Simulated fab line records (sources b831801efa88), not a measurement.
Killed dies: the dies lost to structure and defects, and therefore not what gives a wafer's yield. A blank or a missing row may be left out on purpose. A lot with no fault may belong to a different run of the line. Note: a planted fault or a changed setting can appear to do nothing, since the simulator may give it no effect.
Struck lot and sound lot, side by side / flow sky130 / 15 out of 708 route steps
Sound: the wafers L631.2, L631.5, L631.6. Wafers struck: L647.1, L647.4, L647.6. The cause is given at the end.
At each step with rows: each side's tool, then ch and its chambers, then its first start. Under that, the readings that differ: sound wafers / struck wafers / difference of the means / sigmas: that difference in standard deviations of wafers without a fault.
alike: words and numbers the same on both sides, and readings whose means are apart by under 2 such deviations; not compared: readings that were withheld, readings missing a value for some wafer, numbers with overlapping values and no deviation given by the record, and bounds like >300 which may hide the same value.
Wherever a step has rows on one side only, a row that says differs or no value, or a row with sigmas, the two part there. When numbers do not overlap yet have no deviation, they are printed without sigmas and do not part them. Lack of a reading on every wafer of one side parts them only where that side has two or more wafers.

SKY_VIA4_OVL_MEAS_11:
  sound on overlay-02, day 44 02:56; struck on overlay-02, day 48 01:02
  alike: VIA4_OVL
SKY_VIA4_ETCH_12: etches SiO2 in C4F8/O2/Ar, stops on TiN, target depth 580 nm.
  sound on rieDiel-03 ch 0,2,3, day 44 02:58; struck on rieDiel-03 ch 1,2, day 48 01:04
  alike: oesProductAu, rfFwdPowerW
SKY_VIA4_STRIP_13: strips in O2/N2.
  sound on plasmaAsher-04 ch 0,1, day 44 03:02; struck on plasmaAsher-04 ch 1, day 48 01:08
  alike: drypumpMotorCurrentA, oesProductAu, stripTimeToEndpointS
  not compared: rfHoursCounterH
then, 3 steps without rows for these wafers: SKY_VIA4_STRIP_14 (strips in post etch residue remover, time 1200 s); SKY_VIA4_CLEAN_15 (cleans in IPA, time 180 s); SKY_VIA4_CLEAN_16 (cleans in O3/DIW).
SKY_VIA4_SPUTTER_17: material TiN, target thk 20 nm, time 80 s.
  sound on pvdSputter-03, day 44 03:38; struck on pvdSputter-04, day 48 01:53
  alike: throttleValvePct
then, 1 step without rows for these wafers: SKY_VIA4_CVD_18 (deposits W, target thk 505 nm, time 152.14 s).
SKY_VIA4_RS_MEAS_19: the measuring method here is four-point-probe.
  sound on filmMetro-01, day 44 03:52; struck on filmMetro-01, day 48 02:05
  alike: VIA4_W_RS
SKY_VIA4_THK_MEAS_20: measures by xrf.
  sound on filmMetro-01, day 44 03:58; struck on filmMetro-01, day 48 02:13
  alike: VIA4_W_THK
SKY_VIA4_CMP_21: polishes, stops on SiO2, t overpolish 25 s, target thk 0 nm.
  sound on cmp-01 ch 0,1,2, day 44 04:07; struck on cmp-02 ch 0,2, day 48 02:22
  alike: edgeZonePressureFrac, motorCurrentA, overpolishRunS, timeToEndpointS
then, 1 step without rows for these wafers: SKY_METAL5_SPUTTER_00 (material Ti, target thk 15 nm, time 10 s).
SKY_METAL5_SPUTTER_01: material TiN, target thk 20 nm, time 16.7 s.
  sound on pvdSputter-01, day 44 04:21; struck on pvdSputter-01, day 48 02:38
reading=model.TiN_of_METAL5_SPUTTER_01.thkNm (nm); sound=20.17 20.01 20.08; struck=18.69 18.68 18.6; difference=-1.43; sigmas=
  alike: throttleValvePct
SKY_METAL5_SPUTTER_02: material AlCu, target thk 1150 nm, time 61.2 s.
  sound on pvdSputter-01, day 44 04:22; struck on pvdSputter-01, day 48 02:40
  alike: throttleValvePct
SKY_PAD_OPEN_PROBE_99:
  the record has rows for the sound wafers here (prober-02, day 46 22:39) and none for the struck ones

## WHERE THEY PART
Within this record, at SKY_PAD_OPEN_PROBE_99 only.

WHY: what had been put in by the simulator
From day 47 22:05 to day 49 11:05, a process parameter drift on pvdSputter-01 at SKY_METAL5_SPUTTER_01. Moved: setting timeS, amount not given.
